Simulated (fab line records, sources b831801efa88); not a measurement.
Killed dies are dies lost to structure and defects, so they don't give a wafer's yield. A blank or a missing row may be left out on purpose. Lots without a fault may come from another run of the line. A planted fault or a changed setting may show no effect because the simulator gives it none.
fab line records | flow sky130
record lots=13 wafers=39 last_day=50
route steps=708 shown METAL1@450 METAL3@533 CAPM@549 PAD_OPEN@708
lots that met no fault: from a run of the same line without faults
start_h: hours from the record's first day to the start of the lot's first wafer shown | wait_h: hours since the lot's step before | " the same as in the row above | L1.1+2: a row that stands for several wafers | - no value, or no start given | * or withheld: withheld | < > ~ a bound
route shown NAME@n: a module of which the file shows steps, and the number in the route of the first | usual: mean/standard deviation of fault-free wafers | same: alike in all rows | chamber/n: place in a boat | sites: the reading at each site | _std_site: their standard deviation | _edge_site: outer sites' mean less inner sites' | radius_mm: how far each site lies from the wafer's centre | mask NAME#n: copy n | behind: the tool/chamber that last shaped the wafer | hold: why the lot was held/for how many hours/how that ended | device: the transistor (n, p or np) that didn't switch | end of line: the same wafers' tests at the end of the route | a step without rows: its recipe alone | killed: dies lost to structure and defects at the first sort, not the wafer's yield | map: a wafer's dies, x killed, . not, _ none there
set.NAME: the setting as run; set.NAME@STEP: as run at that earlier step | model.NAME: the simulator's own value behind a step, which no gauge read
steps of the route over a sample of lots; a table a step, a row a wafer
services: from which hour (start_h, from the record's first day; less than 0 if before it) a tool's chamber was out of use, for how many hours, and why
## steps
# step SKY_METAL1_OVL_MEAS_16
# usual METAL1_OVL=-5/5.5
# columns lot.wafer tool chamber start_h wait_h METAL1_OVL[nm]
L916.3 overlay-02 - 754.30 0.1 -4
L916.4 " - " " -10
L916.6 " - " " -10
L917.2 overlay-02 - 764.55 0.1 3
L917.4 " - " " -4
L917.6 " - " " 0
L918.1 overlay-02 - 795.87 0.1 -7
L918.2 " - " " 1
L918.6 " - " " 3
L919.1 overlay-01 - 798.66 0.1 -14
L919.2 " - " " -2
L919.4 " - " " -6
L921.1 overlay-02 - 800.02 0.1 -12
L921.3 " - " " -12
L921.5 " - " " -11
L922.2 overlay-01 - 807.77 0.1 1
L922.3 " - " " -6
L922.4 " - " " 9
L923.1 overlay-01 - 827.66 0.1 -5
L923.3 " - " " -7
L923.6 " - " " -2
L932.2 overlay-02 - 886.77 0.1 -6
L932.3 " - " " -9
L932.5 " - " " -2
L933.2 overlay-02 - 895.32 0.1 -12
L933.3 " - " " -11
L933.5 " - " " -17
L935.1 overlay-01 - 914.54 0.1 -16
L935.3 " - " " -10
L935.6 " - " " -11
L937.2 overlay-01 - 923.37 0.1 -6
L937.3 " - " " -8
L937.5 " - " " -8
L939.2 overlay-02 - 957.55 0.1 -4
L939.4 " - " " -1
L939.6 " - " " -4
L938.3 overlay-01 - 959.90 0.1 -7
L938.5 " - " " -5
L938.6 " - " " -5
# step SKY_METAL3_SPUTTER_01
# recipe material=TiN target_thk_nm=20 power_w=6500 time_s=16.7 chamber_pressure_pa=0.4
# usual chamber_pressure_pa=0.4001/0.00081 throttle_valve_pct=29.8/1.1
# columns lot.wafer tool chamber start_h wait_h chamber_pressure_pa throttle_valve_pct
L916.3 pvd_sputter-02 - 839.31 0.0 0.4005 30.6
L916.4 " - " " 0.3998 28.2
L916.6 " - " " 0.3997 28.5
L917.2 pvd_sputter-03 - 849.07 0.0 0.4017 30.5
L917.4 " - " " 0.3990 29.1
L917.6 " - " " 0.4002 29.7
L918.1 pvd_sputter-02 - 880.44 0.0 0.3996 30.0
L918.2 " - " " 0.3992 28.3
L918.6 " - " " 0.4011 29.8
L919.1 pvd_sputter-02 - 883.89 0.0 0.3987 30.7
L919.2 " - " " 0.3992 29.9
L919.4 " - " " 0.4005 28.3
L921.1 pvd_sputter-02 - 885.04 0.0 0.3990 28.5
L921.3 " - " " 0.3999 27.9
L921.5 " - " " 0.3995 30.0
L922.2 pvd_sputter-02 - 892.82 0.0 0.3979 28.3
L922.3 " - " " 0.4008 28.0
L922.4 " - " " 0.4004 29.7
L923.1 pvd_sputter-03 - 912.06 0.0 0.3994 30.3
L923.3 " - " " 0.4005 28.8
L923.6 " - " " 0.4000 28.5
L932.2 pvd_sputter-02 - 967.47 0.0 0.4008 30.9
L932.3 " - " " 0.4013 28.6
L932.5 " - " " 0.6652 23.1
L933.2 pvd_sputter-02 - 975.57 0.0 0.3989 28.3
L933.3 " - " " 0.6636 23.2
L933.5 " - " " 0.4000 30.7
L935.1 pvd_sputter-03 - 994.18 0.0 0.4003 30.4
L935.3 " - " " 0.4000 28.7
L935.6 " - " " 0.4005 29.2
L937.2 pvd_sputter-03 - 1000.62 0.0 0.3997 28.7
L937.3 " - " " 0.3995 30.5
L937.5 " - " " 0.4002 28.9
L939.2 pvd_sputter-03 - 1032.82 0.0 0.4005 30.1
L939.4 " - " " 0.4001 29.2
L939.6 " - " " 0.4007 28.9
L938.3 pvd_sputter-02 - 1036.29 0.0 0.4001 29.6
L938.5 " - " " 0.3991 28.3
L938.6 " - " " 0.3996 29.8
# step SKY_CAPM_OVL_MEAS_12
# usual CAPM_OVL=0.2/1.2
# columns lot.wafer tool chamber start_h wait_h CAPM_OVL[nm]
L916.3 overlay-01 - 865.36 0.1 -0.2
L916.4 " - " " -1.5
L916.6 " - " " 0.2
L917.2 overlay-01 - 875.70 0.1 -1.5
L917.4 " - " " 0.5
L917.6 " - " " -1.6
L918.1 overlay-01 - 905.64 0.1 1.9
L918.2 " - " " -0.5
L918.6 " - " " 0.5
L919.1 overlay-01 - 909.09 0.1 0.5
L919.2 " - " " -1.1
L919.4 " - " " -0.8
L921.1 overlay-02 - 910.94 0.1 1.6
L921.3 " - " " -0.6
L921.5 " - " " -1.3
L922.2 overlay-02 - 917.88 0.1 -2.1
L922.3 " - " " 0.4
L922.4 " - " " 1.5
L923.1 overlay-02 - 937.39 0.1 1.7
L923.3 " - " " 2.7
L923.6 " - " " 2.2
L932.2 overlay-01 - 991.53 0.1 1.1
L932.3 " - " " -0.2
L932.5 " - " " 1.7
L933.2 overlay-02 - 998.65 0.1 -0.7
L933.3 " - " " -0.4
L933.5 " - " " -0.2
L935.1 overlay-02 - 1017.60 0.1 2.2
L935.3 " - " " -1.1
L935.6 " - " " -0.5
L937.2 overlay-01 - 1023.28 0.1 0.2
L937.3 " - " " 0.0
L937.5 " - " " 0.5
L939.2 overlay-02 - 1054.53 0.1 0.0
L939.4 " - " " 0.2
L939.6 " - " " -0.2
L938.3 overlay-02 - 1058.16 0.1 0.2
L938.5 " - " " -1.7
L938.6 " - " " 0.1
# step SKY_METAL3_CD_MEAS_13
# recipe target_cd_nm=300
# usual cd_nm=299.6/1.4
# columns lot.wafer tool chamber start_h wait_h cd_nm
L916.3 cd_sem-01 - 892.69 - 300.4
L916.4 " - " " 301.0
L916.6 " - " " 301.0
L917.2 cd_sem-02 - 902.42 - 299.5
L917.4 " - " " 298.7
L917.6 " - " " 298.6
L918.1 cd_sem-02 - 931.05 - 296.4
L918.2 " - " " 297.3
L918.6 " - " " 297.2
L919.1 cd_sem-02 - 934.40 - 301.8
L919.2 " - " " 301.6
L919.4 " - " " 300.6
L921.1 cd_sem-02 - 936.25 - 299.4
L921.3 " - " " 298.9
L921.5 " - " " 300.0
L922.2 cd_sem-01 - 942.92 - 299.7
L922.3 " - " " 300.8
L922.4 " - " " 300.4
L923.1 cd_sem-01 - 962.29 - 298.9
L923.3 " - " " 300.4
L923.6 " - " " 298.9
L932.2 cd_sem-01 - 1015.37 - 298.6
L932.3 " - " " 297.8
L932.5 " - " " 299.3
L933.2 cd_sem-02 - 1021.62 - 298.4
L933.3 " - " " 300.0
L933.5 " - " " 299.1
L935.1 cd_sem-01 - 1041.44 - 300.2
L935.3 " - " " 299.7
L935.6 " - " " 300.9
L937.2 cd_sem-02 - 1046.91 - 297.0
L937.3 " - " " 297.2
L937.5 " - " " 297.9
L939.2 cd_sem-01 - 1076.17 - 299.8
L939.4 " - " " 300.9
L939.6 " - " " 300.6
L938.3 cd_sem-02 - 1080.09 - 300.3
L938.5 " - " " 299.6
L938.6 " - " " 301.2
# step SKY_PAD_OPEN_PROBE_99
# usual defect_limited_yield=81.9/1.9 killed_at_M0_to_M3=45/7.9 killed_at_M4_up=2.9/1.8 killed_at_contacts=25/5.5 killed_at_front_end=16/4.4 killed_at_other=0.3/0.58 killed_dies=89/9.4 killed_open=49/6.8 killed_short=40/6.3 sort_bin_3_pad_short=0.9/0.41 sort_bin_5_function=10.8/1.5 sort_bin_6_memory=6.4/1.2 sort_n_pass=403/9.4 sort_yield_pct=81.9/1.9
# same gross_dies=492 killed_at_back_side=0 sort_bin_4_leakage[%]=0 sort_bin_8_speed[%]=0
# columns lot.wafer tool chamber start_h wait_h defect_limited_yield[%] killed_at_M0_to_M3 killed_at_M4_up killed_at_contacts killed_at_front_end killed_at_other killed_dies killed_open killed_short sort_bin_3_pad_short[%] sort_bin_5_function[%] sort_bin_6_memory[%] sort_n_pass sort_yield_pct[%]
L916.3 prober-02 - 1067.15 0.2 81.1 54 2 21 16 0 93 49 44 1.0 12.6 5.3 399 81.1
L916.4 prober-02 - 1067.20 0.2 80.5 54 5 14 23 0 96 60 36 1.2 11.8 6.5 396 80.5
L916.6 prober-02 - 1067.30 0.2 83.9 42 2 20 15 0 79 43 35 0.8 7.9 7.3 413 83.9
# killed by level:class
L916.3 VIA1:geometric_particle:short=10 VIA1:geometric_particle:open=10 LI_CONTACT:geometric_particle:open=7 VIA3:geometric_particle:open=7 METAL1:geometric_particle:short=6 METAL2:geometric_particle:short=6 CONTACT:geometric_particle:open=6 VIA3:geometric_particle:short=5
L916.4 VIA1:geometric_particle:open=18 VIA2:geometric_particle:open=8 FIELD_ISO:geometric_particle:open=6 LI_CONTACT:geometric_particle:open=6 VIA3:geometric_particle:short=6 VIA1:geometric_particle:short=5 METAL2:geometric_particle:short=5 POLY_GATE:geometric_particle:short=4
L916.6 VIA1:geometric_particle:open=13 CONTACT:geometric_particle:open=7 VIA3:geometric_particle:short=6 LOCAL_INTERCONNECT:geometric_particle:short=6 METAL2:geometric_particle:short=6 VIA3:geometric_particle:open=5 FIELD_ISO:geometric_particle:open=4 VIA2:geometric_particle:open=4
## services
# columns tool chamber start_h hours kind
pvd_sputter-02 - 858.62 2.3 repair
## key
first_sign step=SKY_METAL3_SPUTTER_01 reading=chamber_pressure_pa direction=up sigmas=99+ usual=0.4001 struck=0.6644
effect step=SKY_METAL3_SPUTTER_01 reading=throttle_valve_pct direction=down sigmas=6.2 usual=29.8 struck=23.1
met_at SKY_METAL3_SPUTTER_01
struck_lots L932,L933
struck_wafers L932.5,L933.3
not_acting_at SKY_METAL1_OVL_MEAS_16,SKY_CAPM_OVL_MEAS_12,SKY_METAL3_CD_MEAS_13
onset_between 892.82 967.47
fault kind=process_parameter_drift tool=pvd_sputter-02 chamber=- onset_h=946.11 steps=SKY_METAL3_SPUTTER_01 channel=chamber_pressure_pa offset=0.26242 shape=step end_h=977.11 acts_in=these_recipes_only stated=0.4 scope=struck_wafers_only
